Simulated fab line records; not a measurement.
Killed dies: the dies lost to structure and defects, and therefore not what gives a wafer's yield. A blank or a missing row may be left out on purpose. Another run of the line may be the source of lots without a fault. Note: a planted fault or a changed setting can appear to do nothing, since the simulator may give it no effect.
One fault seen from 2 desks -- flow gf180mcu -- every desk sees just its own numbers, and what lay behind them comes last

## AT THE METROLOGY DESK
Means of the sampled wafers that have a number, per lot and without regard to the tool the lot ran on: this is what the gauges read. The brackets show how far a lot's mean lies from the usual mean; more than 4 standard deviations puts the lot out of limits, marked OUT.
Columns: A = M4_ALCU_RS at GF_M4_RS_MEAS_05, usual 0.0695 ohm/sq; B = cd nm at GF_V4_CD_MEAS_14, usual 259.9 nm
lot,first seen here,A,B
L156,day 23 20:58,0.0694,258.6
L158,day 24 18:16,0.0686,258.3
L159,day 25 03:29,0.0702,259.4
L160,day 25 07:27,0.0694,262.0
L161,day 25 23:51,0.0689,259.2
L162,day 26 07:33,0.0694,259.2
L163,day 26 14:32,0.0689,260.5
L172,day 28 23:17,0.0694,261.3
L171,day 29 04:24,0.0692,259.8
L173,day 29 09:59,0.0692,258.5
L174,day 29 18:11,0.0690,258.5
This desk's finding: nothing out of limits on any of the 11 lots.

## DESK OF THE TOOL OWNER: rie metal-03
The tool's own readings at GF_M4_METAL_ETCH_16 (etches the open film in Cl2/BCl3, stops on SiO2, target depth 750.8 nm, time 125.1 s): means of the sampled wafers that have a number, for each lot that ran on this tool. The brackets show how far a lot's mean lies from the usual mean; more than 4 standard deviations puts the lot out of limits, marked OUT.
Columns: A = bias w at GF_M4_METAL_ETCH_16, usual 140.0 W; B = drypump motor current A at GF_M4_METAL_ETCH_16, usual 5.9 A; C = oes product au at GF_M4_METAL_ETCH_16, usual 0.990 a.u.; D = throttle valve pct at GF_M4_METAL_ETCH_16, usual 28.230 %
lot,first seen here,A,B,C,D
L156,day 24 19:04,139.6,6.2,0.993,28.234
L160,day 26 04:52,139.6,6.1,0.996,28.220
L161,day 26 20:50,213.6 (+99 or more) OUT,6.3,1.000,28.221
L163,day 27 10:44,213.3 (+99 or more) OUT,6.3,0.996,28.217
L171,day 29 23:10,140.2,6.1,0.989,28.240
L173,day 30 04:40,140.5,6.1,0.986,28.235
This desk finds L161, L163 out of limits, L161 being first, at day 26 20:50 (bias w at GF_M4_METAL_ETCH_16). L156, L160, L171, L173: within limits.

## BROUGHT TOGETHER
At day 26 20:50, on L161, L163, the tool owner's desk was in a position to raise an alarm.
From the metrology desk's view, nothing was out of limits.
The metrology desk holds a record of L161, L163, inside its limits.
The lots listed all ran GF_M4_METAL_ETCH_16 on rie metal-03.

## WHAT HAD BEEN PUT IN BY THE SIMULATOR
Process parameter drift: rie metal-03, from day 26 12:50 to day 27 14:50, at GF_M4_METAL_ETCH_16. Setting bias w shifted by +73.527 from 140. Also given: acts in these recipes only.
Lots struck among those shown: L161, L163.
Delay in hours, fault start to first out-of-limits reading, by desk: the tool owner's desk at 8.
